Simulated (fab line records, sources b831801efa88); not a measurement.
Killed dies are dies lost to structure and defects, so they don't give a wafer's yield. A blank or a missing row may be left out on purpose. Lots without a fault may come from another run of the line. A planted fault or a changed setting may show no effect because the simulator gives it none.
A struck lot beside a sound one | flow sky130 | 14 steps out of a route of 708
Sound: wafers L962.1, L962.4, L962.5. Struck: wafers L957.1, L957.4, L957.6. The cause comes at the end.
At each step with rows: each side's tool, then ch and its chambers, then its first start. Under that, the readings that differ: sound wafers | struck wafers | difference of the means | sigmas: that difference in standard deviations of wafers without a fault.
alike: readings whose means differ by less than 2 such deviations, and words and numbers that are the same on both sides. not compared: withheld readings, readings that some wafer has no value for, bounds like >300 that may hide the same value, and numbers for which the record gives no deviation and whose values overlap.
The two part at a step that has a row with sigmas, a row that says differs or no value, or rows on one side only. Numbers that don't overlap but have no deviation are shown without sigmas and don't part them. A reading that every wafer of one side lacks parts them only if that side has two wafers or more.

first, 1 step without rows for these wafers: SKY_VT_ADJUST_HVTR_DEVELOP_06 (develop time 60 s).
SKY_VT_ADJUST_HVTR_CD_MEAS_07: target cd 380 nm.
  sound on cd_sem-02, day 15 23:25; struck on cd_sem-02, day 13 12:17
  alike: cd_nm
SKY_VT_ADJUST_HVTR_OVL_MEAS_08:
  sound on overlay-01, day 15 23:32; struck on overlay-02, day 13 12:25
  reading                 | sound       | struck         | difference | sigmas
  VT_ADJUST_HVTR_OVL (nm) | 0.6 0.2 1.6 | -1.1 -1.8 -2.4 | -2.6       | -2
then, 1 step without rows for these wafers: SKY_VT_ADJUST_HVTR_IMPLANT_09.
SKY_VT_ADJUST_HVTR_STRIP_10: strips in O2/N2.
  sound on plasma_asher-02 ch 0,1, day 15 23:43; struck on plasma_asher-02 ch 0,1, day 13 12:35
  alike: drypump_motor_current_A, oes_product_au, strip_time_to_endpoint_s
  not compared: rf_hours_counter_h
SKY_VT_ADJUST_HVTR_TW_MEAS_11:
  sound on film_metro-01, day 15 23:49; struck on film_metro-03, day 13 12:41
  alike: VT_ADJUST_HVTR_TW
then, 6 steps without rows for these wafers: SKY_VT_ADJUST_PCH_DEHYDRATE_00 (time 60 s); SKY_VT_ADJUST_PCH_HMDS_01 (prime time 60 s); SKY_VT_ADJUST_PCH_COAT_02 (resist thk 3000 nm); SKY_VT_ADJUST_PCH_SOFTBAKE_03; SKY_VT_ADJUST_PCH_EXPOSE_04 (exposes mask NWM, target cd 840 nm); SKY_VT_ADJUST_PCH_PEB_05.
SKY_VT_ADJUST_PCH_DEVELOP_06: develop time 60 s.
  sound on litho_track-01 ch 0, day 17 04:00; struck on litho_track-01, day 14 15:00
  no value came back on the struck wafers for chill_plate_temp_C (C), develop_time_s (s); on the sound wafers chill_plate_temp_C (C) reads 22.98 22.89 22.96
SKY_VT_ADJUST_PCH_OVL_MEAS_07:
  sound on overlay-02, day 17 04:53; struck on overlay-02, day 14 15:41
  reading                | sound          | struck | difference                    | sigmas
  VT_ADJUST_PCH_OVL (nm) | -2.4 -1.6 -3.6 | - - -  | no value on the struck wafers |

WHERE THEY PART
First at SKY_VT_ADJUST_HVTR_OVL_MEAS_08; last, within this record, at SKY_VT_ADJUST_PCH_OVL_MEAS_07.

WHY: what the simulator had put in
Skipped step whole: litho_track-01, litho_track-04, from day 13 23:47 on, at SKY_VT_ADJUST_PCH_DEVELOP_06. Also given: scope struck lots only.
